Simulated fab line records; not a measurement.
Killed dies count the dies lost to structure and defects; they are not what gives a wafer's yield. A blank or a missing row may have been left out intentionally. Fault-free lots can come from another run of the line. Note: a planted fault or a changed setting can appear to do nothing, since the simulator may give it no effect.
Which of the tools did it? -- flow gf180mcu -- 24 lots with 72 wafers sampled at 6 steps, on a route of 602 steps

## WHAT THE GAUGES READ, wafer by wafer
GF_DUAL_GATE_THK_MEAS_03.
lot,measured,on,DUAL_GATE_OXIDATION_00_THK (nm)
L074,day 8 00:25,film_metro-01,10.82 10.69 10.75
L075,day 8 07:26,film_metro-01,10.79 10.83 10.60
L076,day 8 12:46,film_metro-03,11.09 11.00 11.07
L077,day 8 19:36,film_metro-01,10.39 10.32 10.56
L078,day 9 02:28,film_metro-03,10.80 10.55 10.63
L079,day 9 10:18,film_metro-03,10.87 10.84 10.67
L080,day 9 15:58,film_metro-01,11.00 10.95 11.04
L081,day 9 22:35,film_metro-04,10.73 10.72 10.47
L082,day 10 07:37,film_metro-03,10.91 11.00 10.92
L083,day 10 14:25,film_metro-04,10.73 10.85 10.64
L084,day 10 15:24,film_metro-03,11.03 11.10 10.98
L085,day 11 04:21,film_metro-01,11.01 11.08 10.93
L086,day 11 08:14,film_metro-04,11.00 11.09 10.80
L087,day 11 15:04,film_metro-03,11.14 11.02 11.08
L088,day 12 00:21,film_metro-03,10.87 10.68 10.80
L089,day 12 07:10,film_metro-01,10.59 10.79 10.65
L090,day 12 10:47,film_metro-04,10.63 10.67 10.63
L091,day 12 18:58,film_metro-04,10.76 10.88 10.80
L092,day 13 04:26,film_metro-04,10.74 10.87 10.96
L093,day 13 08:41,film_metro-01,10.85 10.54 10.72
L094,day 13 14:13,film_metro-03,10.87 11.15 10.81
L095,day 13 20:10,film_metro-04,10.94 10.93 10.64
L096,day 14 04:17,film_metro-04,10.71 10.44 10.73
L097,day 14 09:47,film_metro-04,11.06 11.16 11.06

GF_DUAL_GATE_OVL_MEAS_11.
lot,measured,on,DUAL_GATE_OVL (nm)
L074,day 8 17:35,overlay-01,1.5 0.2 -0.4
L075,day 9 01:19,overlay-01,-1.9 1.0 -0.2
L076,day 9 05:59,overlay-01,0.5 -1.4 -1.3
L077,day 9 13:01,overlay-01,0.8 4.1 1.3
L078,day 9 20:30,overlay-02,-1.6 -2.2 -2.3
L079,day 10 04:16,overlay-01,0.6 -0.1 0.5
L080,day 10 09:51,overlay-02,-1.2 -0.9 -0.9
L081,day 10 16:09,overlay-02,-2.5 -2.8 -3.0
L082,day 11 02:14,overlay-02,-0.4 -0.1 -0.3
L083,day 11 09:18,overlay-02,0.0 1.2 -1.1
L084,day 11 10:17,overlay-02,-1.7 -2.6 -0.9
L085,day 11 23:37,overlay-01,-2.1 -1.5 -1.6
L086,day 12 03:55,overlay-02,0.1 -4.0 -0.2
L087,day 12 10:27,overlay-02,0.3 -1.5 -0.8
L088,day 12 19:37,overlay-02,-1.3 -2.4 0.2
L089,day 13 03:20,overlay-01,0.2 1.4 1.9
L090,day 13 06:40,overlay-02,-1.0 -2.1 -2.3
L091,day 13 15:23,overlay-02,-1.8 -1.2 -2.7
L092,day 14 00:45,overlay-01,0.1 1.6 -1.5
L093,day 14 05:22,overlay-01,-0.7 0.8 1.6
L094,day 14 11:11,overlay-01,0.4 -4.0 -2.7
L095,day 14 17:26,overlay-02,0.0 1.4 -0.8
L096,day 15 01:53,overlay-02,-4.0 -3.3 -1.0
L097,day 15 08:14,overlay-01,-0.8 -0.2 -2.1

GF_POLY_GATE_CD_MEAS_10 targets a cd of 280 nm.
lot,measured,on,cd_nm (nm)
L074,day 9 15:51,cd_sem-02,279.7 280.8 279.7
L075,day 9 22:08,cd_sem-02,279.5 279.4 278.5
L076,day 10 04:57,cd_sem-01,281.5 281.1 280.8
L077,day 10 11:32,cd_sem-02,280.6 280.8 280.3
L078,day 10 18:54,cd_sem-02,279.5 280.2 280.7
L079,day 11 02:51,cd_sem-01,281.5 282.8 282.7
L080,day 11 08:30,cd_sem-01,278.8 282.4 280.8
L081,day 11 14:07,cd_sem-01,279.7 279.6 280.6
L082,day 12 00:27,cd_sem-02,281.3 280.3 280.7
L083,day 12 08:28,cd_sem-01,280.0 280.7 280.2
L084,day 12 10:13,cd_sem-01,280.3 280.0 279.7
L085,day 13 00:42,cd_sem-01,278.5 278.2 277.7
L086,day 13 04:09,cd_sem-02,278.8 278.6 280.1
L087,day 13 10:15,cd_sem-02,279.6 280.5 280.9
L088,day 13 19:29,cd_sem-02,281.4 279.8 281.5
L089,day 14 03:50,cd_sem-01,278.9 279.7 279.1
L090,day 14 08:30,cd_sem-01,279.4 279.2 279.7
L091,day 14 16:12,cd_sem-02,278.1 278.9 277.5
L092,day 15 02:01,cd_sem-01,281.3 279.9 281.1
L093,day 15 06:49,cd_sem-01,279.2 280.2 280.1
L094,day 15 11:57,cd_sem-02,281.4 281.0 280.6
L095,day 15 18:17,cd_sem-01,282.2 280.5 280.7
L096,day 16 03:25,cd_sem-01,278.7 278.9 280.0
L097,day 16 10:40,cd_sem-01,280.1 279.7 278.1

GF_HV_LDD_CD_MEAS_07 targets a cd of 400 nm.
lot,measured,on,cd_nm (nm)
L074,day 10 13:03,cd_sem-02,401.3 403.8 399.1
L075,day 10 18:27,cd_sem-02,402.0 400.8 398.2
L076,day 11 02:32,cd_sem-01,403.3 402.1 402.1
L077,day 11 08:39,cd_sem-02,399.3 396.6 399.8
L078,day 11 15:56,cd_sem-01,398.7 399.5 399.6
L079,day 12 00:47,cd_sem-01,399.2 398.0 399.8
L080,day 12 06:21,cd_sem-01,399.6 399.2 402.1
L081,day 12 12:01,cd_sem-02,403.1 402.7 404.4
L082,day 12 21:45,cd_sem-02,399.2 398.2 399.1
L083,day 13 06:18,cd_sem-02,400.3 400.2 401.7
L084,day 13 08:47,cd_sem-01,399.5 400.9 399.3
L085,day 13 23:21,cd_sem-01,401.7 400.6 398.3
L086,day 14 04:14,cd_sem-02,397.5 396.7 398.4
L087,day 14 09:27,cd_sem-01,401.1 399.8 401.8
L088,day 14 19:10,cd_sem-02,397.3 397.4 398.4
L089,day 15 03:49,cd_sem-02,405.0 403.9 403.1
L090,day 15 09:11,cd_sem-02,402.4 402.7 403.1
L091,day 15 16:06,cd_sem-01,399.1 398.7 399.6
L092,day 16 02:51,cd_sem-02,402.5 401.8 403.2
L093,day 16 07:13,cd_sem-02,402.6 402.9 400.2
L094,day 16 12:29,cd_sem-01,398.7 398.0 397.8
L095,day 16 18:50,cd_sem-02,398.5 397.5 396.6
L096,day 17 03:45,cd_sem-02,399.7 398.9 400.3
L097,day 17 13:12,cd_sem-02,397.7 400.8 401.3

GF_HV_LDD_THK_MEAS_57.
lot,measured,on,HV_LDD_CVD_56_THK (nm)
L074,day 13 05:38,film_metro-04,90.7 91.1 90.2
L075,day 13 10:20,film_metro-04,90.6 90.2 90.3
L076,day 13 19:10,film_metro-02,91.2 91.1 90.8
L077,day 14 03:09,film_metro-02,90.8 90.9 91.2
L078,day 14 08:33,film_metro-03,89.5 89.8 89.5
L079,day 14 19:49,film_metro-03,88.8 88.7 88.8
L080,day 15 01:52,film_metro-02,91.0 90.2 90.9
L081,day 15 07:34,film_metro-04,90.5 89.9 89.8
L082,day 15 18:59,film_metro-03,91.0 91.0 91.2
L083,day 16 02:40,film_metro-02,89.5 89.8 90.1
L084,day 16 06:02,film_metro-03,89.1 89.8 89.7
L085,day 16 22:56,film_metro-04,90.4 90.6 90.8
L086,day 17 03:47,film_metro-04,90.4 89.7 90.5
L087,day 17 10:50,film_metro-03,90.5 89.6 89.6
L088,day 17 19:19,film_metro-03,89.4 89.2 88.9
L089,day 18 05:36,film_metro-02,88.7 89.1 89.4
L090,day 18 12:49,film_metro-04,89.4 89.1 89.4
L091,day 18 19:19,film_metro-03,89.7 90.7 90.3
L092,day 19 05:54,film_metro-03,90.1 89.6 90.1
L093,day 19 12:57,film_metro-04,89.7 89.0 89.1
L094,day 19 17:49,film_metro-04,89.2 89.5 89.2
L095,day 20 01:16,film_metro-04,89.6 89.9 89.8
L096,day 20 08:49,film_metro-02,91.0 90.7 90.7
L097,day 20 18:43,film_metro-03,89.8 89.9 89.3

GF_SAB_CD_MEAS_09 targets a cd of 420 nm.
lot,measured,on,cd_nm (nm)
L074,day 15 22:40,cd_sem-02,418.5 419.0 419.0
L075,day 16 04:45,cd_sem-02,419.6 420.6 418.2
L076,day 16 14:10,cd_sem-01,421.8 423.6 420.5
L077,day 16 22:11,cd_sem-02,421.0 420.2 418.2
L078,day 17 04:03,cd_sem-02,420.8 419.8 422.5
L079,day 17 18:47,cd_sem-02,422.1 422.5 423.3
L080,day 18 00:13,cd_sem-01,424.8 422.4 421.3
L081,day 18 06:16,cd_sem-01,418.7 420.5 419.7
L082,day 18 20:13,cd_sem-01,420.2 421.5 420.4
L083,day 19 03:05,cd_sem-01,418.8 421.0 420.0
L084,day 19 06:15,cd_sem-02,417.3 415.2 415.5
L085,day 20 00:17,cd_sem-02,419.3 420.3 415.2
L086,day 20 05:32,cd_sem-01,419.3 418.5 419.8
L087,day 20 13:42,cd_sem-02,422.0 423.9 421.7
L088,day 20 22:31,cd_sem-01,424.7 424.8 422.0
L089,day 21 08:13,cd_sem-01,422.6 425.2 423.8
L090,day 21 15:41,cd_sem-01,419.6 418.3 417.1
L091,day 21 22:47,cd_sem-01,421.3 420.2 420.9
L092,day 22 07:39,cd_sem-01,420.3 418.5 420.0
L093,day 22 15:55,cd_sem-02,423.1 420.8 421.6
L094,day 22 18:21,cd_sem-02,422.5 423.3 424.0
L095,day 23 03:20,cd_sem-02,421.1 420.3 420.4
L096,day 23 10:44,cd_sem-01,417.2 418.0 418.5
L097,day 23 19:15,cd_sem-02,421.0 421.2 420.5

## EACH LOT AND THE TOOL THAT RAN IT (in order: tool; ch and the chambers of the sampled wafers; start)
There is no process step in the record ahead of these readings.

## WHAT THE TOOLS THEMSELVES READ (means of the sampled wafers that have a number; where no wafer has one, the mark that the record gives instead)
The record holds no such reading with a usual standard deviation.

## THE ANSWER, worked out from the rows above alone
Rule: usual is defined by the lots themselves. The widest of any qualifying gaps counts: lots, ordered by their means at a reading, are off when they make up no more than a third of the lots, leave a main group of 4 or more, and stand apart from it by 3 or more times the standard deviation of that group's means. A main group is skipped when, at the precision printed for the reading in the tables above, its means are all equal. A lot without any number at a reading at which 4 lots or more have one is off too. Where the step has rows for the other lots, those lots are counted as sound. First the gauges in route order, then the tools' own readings, where a lot's mean is used as printed above. The first step at which some lot is off is used, and at that step the reading that is off furthest; a lot without a number counts as furthest.
No lot is off at any reading shown: from this, nothing can be told.

## WHAT HAD BEEN PUT IN BY THE SIMULATOR
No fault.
